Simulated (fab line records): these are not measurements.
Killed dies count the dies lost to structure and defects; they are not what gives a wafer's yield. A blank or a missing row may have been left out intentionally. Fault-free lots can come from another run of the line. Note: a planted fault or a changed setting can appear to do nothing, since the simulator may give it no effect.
fab line records ; flow sky130
record lots=11; wafers=33; last_day=50
route steps=708 shown FIELD_ISO@14 PWDE@49 VT_ADJUST_HVTP@95 PAD_OPEN@708
lots with no fault: from the same line, run without faults
start_h: hours from the record's first day to the start of the lot's first wafer shown ; wait_h: time in hours since the lot's previous step ; " as in the row above ; L1.1+2: several wafers, shown together as one row ; - value missing, or start not given ; * or withheld: withheld ; < > ~ a bound
route shown NAME@n: names a module that has steps shown in the file, with the first one's number in the route ; usual: mean/standard deviation of fault-free wafers ; same: alike in all rows ; chamber/n: place in a boat ; sites: readings site by site ; _std_site: standard deviation across them ; _edge_site: inner sites' mean taken away from outer sites' mean ; radius_mm: how far each site lies from the wafer's centre ; mask NAME#n: copy n ; behind: the tool/chamber that last shaped the wafer ; hold: what put the lot on hold/how long, in hours/how the hold closed ; device: which transistor (n, p or np) failed to switch ; end of line: at the end of the route, the tests of the same wafers ; where a step has no rows: the recipe by itself ; killed: dies lost to structure and defects at the first sort, not the wafer's yield ; map: a wafer's dies, x killed, . not, _ none there
set.NAME: setting as actually run; set.NAME@STEP: the setting as run at that earlier step ; model.NAME: the simulator's own value behind a step, which no gauge read
steps of the route over a sample of lots; a table a step, a row a wafer
services: the hour from which a tool's chamber was out of use, counted from the record's first day as start_h (under 0 if before that day), plus the number of hours and why
## steps
# step SKY_FIELD_ISO_CD_MEAS_13
# recipe target_cd_nm=150
# usual cd_nm=149.4/1.6
lot.wafer;tool;chamber;start_h;wait_h;cd_nm
L414.2;cd_sem-02;-;33.63;-;150.4
L414.5;cd_sem-02;-;33.63;-;151.3
L414.6;cd_sem-02;-;33.63;-;150.5
L415.2;cd_sem-01;-;38.73;-;148.2
L415.4;cd_sem-01;-;38.73;-;148.2
L415.5;cd_sem-01;-;38.73;-;149.3
L416.2;cd_sem-02;-;42.66;-;151.2
L416.4;cd_sem-02;-;42.66;-;151.2
L416.6;cd_sem-02;-;42.66;-;151.1
L417.1;cd_sem-01;-;64.41;-;148.0
L417.5;cd_sem-01;-;64.41;-;148.0
L417.6;cd_sem-01;-;64.41;-;147.9
L420.2;cd_sem-02;-;70.07;-;149.7
L420.3;cd_sem-02;-;70.07;-;148.5
L420.5;cd_sem-02;-;70.07;-;150.6
L423.1;cd_sem-01;-;79.64;-;144.9
L423.2;cd_sem-01;-;79.64;-;145.1
L423.5;cd_sem-01;-;79.64;-;145.2
L424.1;cd_sem-01;-;84.99;-;149.3
L424.3;cd_sem-01;-;84.99;-;150.2
L424.5;cd_sem-01;-;84.99;-;148.6
L430.1;cd_sem-02;-;116.85;-;147.6
L430.3;cd_sem-02;-;116.85;-;146.9
L430.5;cd_sem-02;-;116.85;-;148.0
L432.3;cd_sem-01;-;129.04;-;148.2
L432.5;cd_sem-01;-;129.04;-;149.4
L432.6;cd_sem-01;-;129.04;-;150.0
L433.1;cd_sem-02;-;132.96;-;149.9
L433.2;cd_sem-02;-;132.96;-;149.5
L433.6;cd_sem-02;-;132.96;-;148.6
L434.2;cd_sem-02;-;138.48;-;148.7
L434.4;cd_sem-02;-;138.48;-;148.1
L434.5;cd_sem-02;-;138.48;-;147.1
# step SKY_FIELD_ISO_ETCH_15
# recipe chemistry=CHF3/O2; target_depth_nm=180; stop_on=Si; source_w=600; bias_w=200; pressure_mtorr=40; chf3_flow_sccm=50; O2_flow_sccm=5; time_s=72
# usual drypump_motor_current_A=5.6/0.4; oes_product_au=0.942/0.0061; throttle_valve_pct=8.842/0.0091
lot.wafer;tool;chamber;start_h;wait_h;drypump_motor_current_A;oes_product_au;rf_hours_counter_h;throttle_valve_pct
L414.2;rie_diel-01;3;33.77;0.0;5.5;0.935;106;8.854
L414.5;rie_diel-01;0;33.77;0.0;5.6;0.940;-;8.832
L414.6;rie_diel-01;1;33.77;0.0;4.9;0.939;-;8.842
L415.2;rie_diel-01;0;38.87;0.0;5.6;0.936;130;8.855
L415.4;rie_diel-01;2;38.87;0.0;5.6;0.945;153;8.832
L415.5;rie_diel-01;1;38.87;0.0;4.9;0.937;-;8.844
L416.2;rie_diel-04;3;42.80;0.0;5.2;0.941;75;8.831
L416.4;rie_diel-04;1;42.80;0.0;5.1;0.938;152;8.843
L416.6;rie_diel-04;2;42.80;0.0;6.1;0.928;-;8.835
L417.1;rie_diel-02;3;64.57;0.0;6.1;0.944;3;8.837
L417.5;rie_diel-02;3;64.57;0.0;6.1;0.943;-;8.813
L417.6;rie_diel-02;0;64.57;0.0;5.6;0.943;-;8.855
L420.2;rie_diel-01;2;70.21;0.0;5.6;0.945;154;8.831
L420.3;rie_diel-01;1;70.21;0.0;4.9;0.938;166;8.833
L420.5;rie_diel-01;1;70.21;0.0;4.9;0.944;-;8.842
L423.1;rie_diel-04;3;79.80;0.0;5.2;0.935;76;8.843
L423.2;rie_diel-04;0;79.80;0.0;5.5;0.943;79;8.840
L423.5;rie_diel-04;1;79.80;0.0;5.2;0.944;-;8.840
L424.1;rie_diel-02;0;85.15;0.0;5.6;0.934;58;8.822
L424.3;rie_diel-02;1;85.15;0.0;6.5;0.929;144;8.834
L424.5;rie_diel-02;1;85.15;0.0;6.5;0.937;-;8.831
L430.1;rie_diel-04;2;117.01;0.0;6.0;0.951;33;8.840
L430.3;rie_diel-04;3;117.01;0.0;5.2;0.946;76;8.851
L430.5;rie_diel-04;3;117.01;0.0;5.2;0.949;-;8.846
L432.3;rie_diel-01;1;129.16;0.0;4.9;0.951;0;8.840
L432.5;rie_diel-01;1;129.16;0.0;4.9;0.933;-;8.856
L432.6;rie_diel-01;2;129.16;0.0;5.6;0.939;-;8.851
L433.1;rie_diel-01;3;133.12;0.0;5.5;0.944;108;8.857
L433.2;rie_diel-01;1;133.12;0.0;4.9;0.950;0;8.848
L433.6;rie_diel-01;1;133.12;0.0;4.9;0.949;-;8.835
L434.2;rie_diel-02;0;138.62;0.0;5.7;0.941;60;8.853
L434.4;rie_diel-02;1;138.62;0.0;6.4;0.953;145;8.848
L434.5;rie_diel-02;2;138.62;0.0;5.9;0.952;-;8.848
# step SKY_PWDE_EXPOSE_04
# recipe mask_id=PWDEM; na=0.6; source_shape=conventional; sigma_outer=0.6; polarization=unpolarized; target_cd_nm=840; dose_mj=214
# usual focus_offset_nm=-0.1/0.49
lot.wafer;tool;chamber;start_h;wait_h;mask;focus_offset_nm
L414.2;iline_stepper-02;0;68.06;-;PWDEM#0;-0.2
L414.5;iline_stepper-02;0;68.06;-;PWDEM#0;0.5
L414.6;iline_stepper-02;0;68.06;-;PWDEM#0;0.4
L415.2;iline_stepper-01;0;69.15;-;PWDEM#0;-0.8
L415.4;iline_stepper-01;0;69.15;-;PWDEM#0;0.7
L415.5;iline_stepper-01;0;69.15;-;PWDEM#0;0.1
L416.2;iline_stepper-02;0;74.58;-;PWDEM#0;-0.7
L416.4;iline_stepper-02;0;74.58;-;PWDEM#0;0.8
L416.6;iline_stepper-02;0;74.58;-;PWDEM#0;0.5
L417.1;iline_stepper-01;0;98.15;-;PWDEM#0;-0.2
L417.5;iline_stepper-01;0;98.15;-;PWDEM#0;-0.4
L417.6;iline_stepper-01;0;98.15;-;PWDEM#0;-0.4
L420.2;iline_stepper-01;0;104.16;-;PWDEM#0;0.5
L420.3;iline_stepper-01;0;104.16;-;PWDEM#0;1.2
L420.5;iline_stepper-01;0;104.16;-;PWDEM#0;1.0
L423.1;iline_stepper-02;0;111.56;-;NWM#0;-0.4
L423.2;iline_stepper-02;0;111.56;-;NWM#0;0.0
L423.5;iline_stepper-02;0;111.56;-;NWM#0;-0.1
L424.1;iline_stepper-02;0;121.13;-;PWDEM#0;0.1
L424.3;iline_stepper-02;0;121.13;-;PWDEM#0;0.3
L424.5;iline_stepper-02;0;121.13;-;PWDEM#0;0.5
L430.1;iline_stepper-01;0;153.10;-;PWDEM#0;-1.1
L430.3;iline_stepper-01;0;153.10;-;PWDEM#0;0.1
L430.5;iline_stepper-01;0;153.10;-;PWDEM#0;-0.1
L432.3;iline_stepper-02;0;165.89;-;PWDEM#0;-0.4
L432.5;iline_stepper-02;0;165.89;-;PWDEM#0;0.8
L432.6;iline_stepper-02;0;165.89;-;PWDEM#0;0.4
L433.1;iline_stepper-02;0;170.54;-;PWDEM#0;-0.7
L433.2;iline_stepper-02;0;170.54;-;PWDEM#0;-0.2
L433.6;iline_stepper-02;0;170.54;-;PWDEM#0;-0.5
L434.2;iline_stepper-02;0;179.05;-;PWDEM#0;0.3
L434.4;iline_stepper-02;0;179.05;-;PWDEM#0;-0.3
L434.5;iline_stepper-02;0;179.05;-;PWDEM#0;-0.3
# step SKY_PWDE_OVL_MEAS_07
# usual PWDE_OVL=0.4/1.5
lot.wafer;tool;chamber;start_h;wait_h;PWDE_OVL[nm]
L414.2;overlay-02;-;74.86;-;-0.5
L414.5;overlay-02;-;74.86;-;1.0
L414.6;overlay-02;-;74.86;-;-0.4
L415.2;overlay-02;-;75.49;-;-0.7
L415.4;overlay-02;-;75.49;-;-2.7
L415.5;overlay-02;-;75.49;-;-4.2
L416.2;overlay-01;-;82.49;-;1.7
L416.4;overlay-01;-;82.49;-;2.0
L416.6;overlay-01;-;82.49;-;-0.8
L417.1;overlay-02;-;106.74;-;-0.8
L417.5;overlay-02;-;106.74;-;-1.4
L417.6;overlay-02;-;106.74;-;-0.1
L420.2;overlay-02;-;112.39;-;1.3
L420.3;overlay-02;-;112.39;-;1.1
L420.5;overlay-02;-;112.39;-;-0.4
L423.1;overlay-02;-;121.01;-;-
L423.2;overlay-02;-;121.01;-;-
L423.5;overlay-02;-;121.01;-;-
L424.1;overlay-01;-;130.01;-;3.0
L424.3;overlay-01;-;130.01;-;1.6
L424.5;overlay-01;-;130.01;-;0.7
L430.1;overlay-02;-;162.93;-;-1.0
L430.3;overlay-02;-;162.93;-;0.4
L430.5;overlay-02;-;162.93;-;0.4
L432.3;overlay-02;-;175.45;-;2.1
L432.5;overlay-02;-;175.45;-;3.3
L432.6;overlay-02;-;175.45;-;3.0
L433.1;overlay-02;-;181.21;-;0.4
L433.2;overlay-02;-;181.21;-;0.2
L433.6;overlay-02;-;181.21;-;0.6
L434.2;overlay-01;-;189.38;-;3.1
L434.4;overlay-01;-;189.38;-;0.8
L434.5;overlay-01;-;189.38;-;0.0
# step SKY_PWDE_TW_MEAS_10
# usual PWDE_TW=372.4/2
lot.wafer;tool;chamber;start_h;wait_h;PWDE_TW
L414.2;film_metro-04;-;75.15;0.1;373.4
L414.5;film_metro-04;-;75.15;0.1;371.4
L414.6;film_metro-04;-;75.15;0.1;372.8
L415.2;film_metro-03;-;75.85;0.1;371.8
L415.4;film_metro-03;-;75.85;0.1;370.9
L415.5;film_metro-03;-;75.85;0.1;369.7
L416.2;film_metro-04;-;82.78;0.1;373.0
L416.4;film_metro-04;-;82.78;0.1;372.2
L416.6;film_metro-04;-;82.78;0.1;372.7
L417.1;film_metro-04;-;107.02;0.1;377.0
L417.5;film_metro-04;-;107.02;0.1;375.9
L417.6;film_metro-04;-;107.02;0.1;376.9
L420.2;film_metro-02;-;112.68;0.1;371.9
L420.3;film_metro-02;-;112.68;0.1;369.9
L420.5;film_metro-02;-;112.68;0.1;371.3
L423.1;film_metro-03;-;121.29;0.1;29.8
L423.2;film_metro-03;-;121.29;0.1;29.8
L423.5;film_metro-03;-;121.29;0.1;30.1
L424.1;film_metro-02;-;130.29;0.1;371.1
L424.3;film_metro-02;-;130.29;0.1;370.1
L424.5;film_metro-02;-;130.29;0.1;372.8
L430.1;film_metro-04;-;163.21;0.1;373.0
L430.3;film_metro-04;-;163.21;0.1;373.6
L430.5;film_metro-04;-;163.21;0.1;373.3
L432.3;film_metro-02;-;175.74;0.1;369.6
L432.5;film_metro-02;-;175.74;0.1;370.9
L432.6;film_metro-02;-;175.74;0.1;370.0
L433.1;film_metro-02;-;181.49;0.1;369.1
L433.2;film_metro-02;-;181.49;0.1;371.5
L433.6;film_metro-02;-;181.49;0.1;370.3
L434.2;film_metro-04;-;189.67;0.1;373.1
L434.4;film_metro-04;-;189.67;0.1;374.3
L434.5;film_metro-04;-;189.67;0.1;375.9
# step SKY_VT_ADJUST_HVTP_STRIP_10
# recipe chemistry=O2/N2; power_w=1400; pressure_mtorr=1500; platen_temp_c=withheld; o2_flow_sccm=3000; n2_flow_sccm=300; overash_fraction=0.5
# usual drypump_motor_current_A=5.9/0.36; oes_product_au=0.715/0.0046; strip_time_to_endpoint_s=14.19/0.041
lot.wafer;tool;chamber;start_h;wait_h;drypump_motor_current_A;oes_product_au;rf_hours_counter_h;strip_time_to_endpoint_s
L414.2;plasma_asher-03;0;129.61;0.1;6.0;0.719;1;14.18
L414.5;plasma_asher-03;1;129.61;0.1;5.7;0.721;-;14.18
L414.6;plasma_asher-03;0;129.61;0.1;6.0;0.714;-;14.20
L415.2;plasma_asher-03;0;129.89;0.1;6.0;0.712;1;14.22
L415.4;plasma_asher-03;0;129.89;0.1;6.0;0.720;-;14.17
L415.5;plasma_asher-03;0;129.89;0.1;6.0;0.711;-;14.24
L416.2;plasma_asher-04;1;137.46;0.1;5.6;0.712;47;14.13
L416.4;plasma_asher-04;1;137.46;0.1;5.6;0.711;-;14.19
L416.6;plasma_asher-04;1;137.46;0.1;5.6;0.711;-;14.14
L417.1;plasma_asher-04;1;165.04;0.1;5.6;0.721;50;14.20
L417.5;plasma_asher-04;1;165.04;0.1;5.6;0.710;-;14.16
L417.6;plasma_asher-04;0;165.04;0.1;5.4;0.709;-;14.17
L420.2;plasma_asher-03;0;172.06;0.1;6.0;0.713;5;14.22
L420.3;plasma_asher-03;0;172.06;0.1;6.0;0.710;-;14.24
L420.5;plasma_asher-03;1;172.06;0.1;5.7;0.723;-;14.26
L423.1;plasma_asher-04;1;182.36;0.1;5.6;0.712;51;14.19
L423.2;plasma_asher-04;0;182.36;0.1;5.4;0.715;51;14.16
L423.5;plasma_asher-04;0;182.36;0.1;5.4;0.712;-;14.20
L424.1;plasma_asher-01;0;193.04;0.1;6.2;0.720;40;14.27
L424.3;plasma_asher-01;0;193.04;0.1;6.2;0.715;-;14.26
L424.5;plasma_asher-01;0;193.04;0.1;6.1;0.718;-;14.22
L430.1;plasma_asher-01;0;228.95;0.1;6.2;0.714;43;14.23
L430.3;plasma_asher-01;0;228.95;0.1;6.2;0.724;-;14.23
L430.5;plasma_asher-01;1;228.95;0.1;6.4;0.711;-;14.19
L432.3;plasma_asher-01;1;242.75;0.1;6.4;0.712;-;14.24
L432.5;plasma_asher-01;1;242.75;0.1;6.4;0.714;-;14.19
L432.6;plasma_asher-01;0;242.75;0.1;6.2;0.711;-;14.20
L433.1;plasma_asher-04;1;249.19;0.1;5.6;0.715;57;14.24
L433.2;plasma_asher-04;0;249.19;0.1;5.4;0.715;57;14.20
L433.6;plasma_asher-04;0;249.19;0.1;5.4;0.715;-;14.20
L434.2;plasma_asher-01;0;257.84;0.1;6.2;0.716;46;14.16
L434.4;plasma_asher-01;1;257.84;0.1;6.3;0.723;-;14.13
L434.5;plasma_asher-01;1;257.84;0.1;6.3;0.714;-;14.08
# step SKY_PAD_OPEN_PROBE_99
# usual killed_at_M0_to_M3=42/7.4; killed_at_M4_up=3.3/2.1; killed_at_contacts=24/5.3; killed_at_front_end=15/4.5; killed_at_other=0.3/0.57; killed_dies=84/10; killed_on_rim=17/3.8; killed_open=46/7.5; killed_short=38/6.4
# same gross_dies=492; killed_at_back_side=0
lot.wafer;tool;chamber;start_h;wait_h;killed_at_M0_to_M3;killed_at_M4_up;killed_at_contacts;killed_at_front_end;killed_at_other;killed_dies;killed_on_rim;killed_open;killed_short
L423.1;prober-02;-;1131.47;0.1;33;6;29;424;0;492;96;42;40
L423.2;prober-02;-;1131.52;0.1;39;3;32;417;1;492;96;43;39
L423.5;prober-02;-;1131.67;0.2;33;3;27;429;0;492;96;47;30
L424.1;prober-01;-;1142.41;0.1;49;4;33;14;0;100;17;50;50
L424.3;prober-01;-;1142.51;0.2;41;1;14;11;1;68;15;42;26
L424.5;prober-01;-;1142.61;0.2;35;2;22;22;0;81;17;43;38
# killed by level:class
L423.1 PWDE:area_expose=410 VIA1:geometric_particle:open=11 LI_CONTACT:geometric_particle:open=9 CONTACT:geometric_particle:open=9 FIELD_ISO:geometric_particle:short=6 VIA1:geometric_particle:short=6 METAL4:geometric_particle:short=5 CONTACT:geometric_particle:short=4
L423.2 PWDE:area_expose=410 CONTACT:geometric_particle:open=14 VIA1:geometric_particle:open=10 VIA1:geometric_particle:short=7 CONTACT:geometric_particle:short=6 VIA3:geometric_particle:open=6 LOCAL_INTERCONNECT:geometric_particle:short=5 LI_CONTACT:geometric_particle:open=4
L423.5 PWDE:area_expose=415 CONTACT:geometric_particle:open=13 LI_CONTACT:geometric_particle:open=6 VIA2:geometric_particle:open=5 VIA1:geometric_particle:open=5 FIELD_ISO:geometric_particle:open=4 METAL2:geometric_particle:open=4 METAL2:geometric_particle:short=4
L424.1 LI_CONTACT:geometric_particle:open=11 CONTACT:geometric_particle:open=8 VIA1:geometric_particle:open=8 VIA2:geometric_particle:short=7 METAL1:geometric_particle:short=6 METAL2:geometric_particle:short=6 VIA2:geometric_particle:open=6 VIA1:geometric_particle:short=5
L424.3 VIA1:geometric_particle:open=12 VIA3:geometric_particle:open=8 CONTACT:geometric_particle:open=6 LI_CONTACT:geometric_particle:open=5 VIA2:geometric_particle:open=5 FIELD_ISO:geometric_particle:short=4 METAL2:geometric_particle:short=4 METAL1:geometric_particle:short=3
L424.5 VIA1:geometric_particle:open=8 FIELD_ISO:geometric_particle:open=7 LI_CONTACT:geometric_particle:open=7 CONTACT:geometric_particle:open=7 METAL2:geometric_particle:short=6 VIA2:geometric_particle:open=5 POLY_GATE:geometric_particle:short=4 VIA1:geometric_particle:short=4
## services
tool;chamber;start_h;hours;kind
rie_diel-04;0;10.86;1.3;repair
rie_diel-04;3;20.46;2.2;repair
rie_diel-02;1;29.62;1.6;repair
rie_diel-04;-;33.41;0.8;repair
rie_diel-01;1;63.09;4.2;repair
rie_diel-02;2;72.16;6.3;repair
plasma_asher-01;-;78.47;1.4;repair
plasma_asher-04;-;91.42;2.5;repair
iline_stepper-02;-;104.67;3.1;repair
plasma_asher-03;-;108.75;9.0;pm
iline_stepper-01;-;113.71;1.7;pm
iline_stepper-02;-;123.92;2.9;repair
plasma_asher-03;-;151.97;6.0;repair
rie_diel-02;0;154.97;3.5;repair
iline_stepper-02;-;155.22;2.5;repair
rie_diel-01;3;163.16;2.3;repair
rie_diel-02;1;172.13;9.6;repair
iline_stepper-02;-;173.87;1.7;pm
rie_diel-02;3;196.83;7.6;repair
rie_diel-01;0;208.43;4.4;repair
rie_diel-02;-;212.59;5.7;repair
rie_diel-04;2;214.10;3.1;repair
rie_diel-02;0;216.29;13.2;repair
rie_diel-01;0;231.30;3.8;repair
## key
first_sign step=SKY_PWDE_EXPOSE_04; reading=mask; direction=changed
effect step=SKY_PWDE_OVL_MEAS_07; reading=PWDE_OVL; direction=missing
effect step=SKY_PWDE_TW_MEAS_10; reading=PWDE_TW; direction=down; sigmas=99+; usual=372.4; struck=29.9
effect step=SKY_PAD_OPEN_PROBE_99; reading=killed_at_front_end; direction=up; sigmas=92; usual=15; struck=423
more_kills_born_at SKY_PWDE_EXPOSE_04@iline_stepper-02=1235
met_at SKY_PWDE_EXPOSE_04
struck_lots L423
tester_left_out L423
not_acting_at SKY_FIELD_ISO_CD_MEAS_13,SKY_FIELD_ISO_ETCH_15,SKY_VT_ADJUST_HVTP_STRIP_10
onset_between 74.58 111.56
fault kind=wrong_mask; tool=any; chamber=-; onset_h=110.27; steps=SKY_PWDE_EXPOSE_04; aux_copy=NWM#0; scope=struck_lots_only
# tester_left_out: of these lots the tester's yield and bins aren't shown, on N5 and GAA mostly nor the transistor test; their killed dies are dies lost to structure and defects alone, not to doping, threshold or leakage, so they don't give the yield
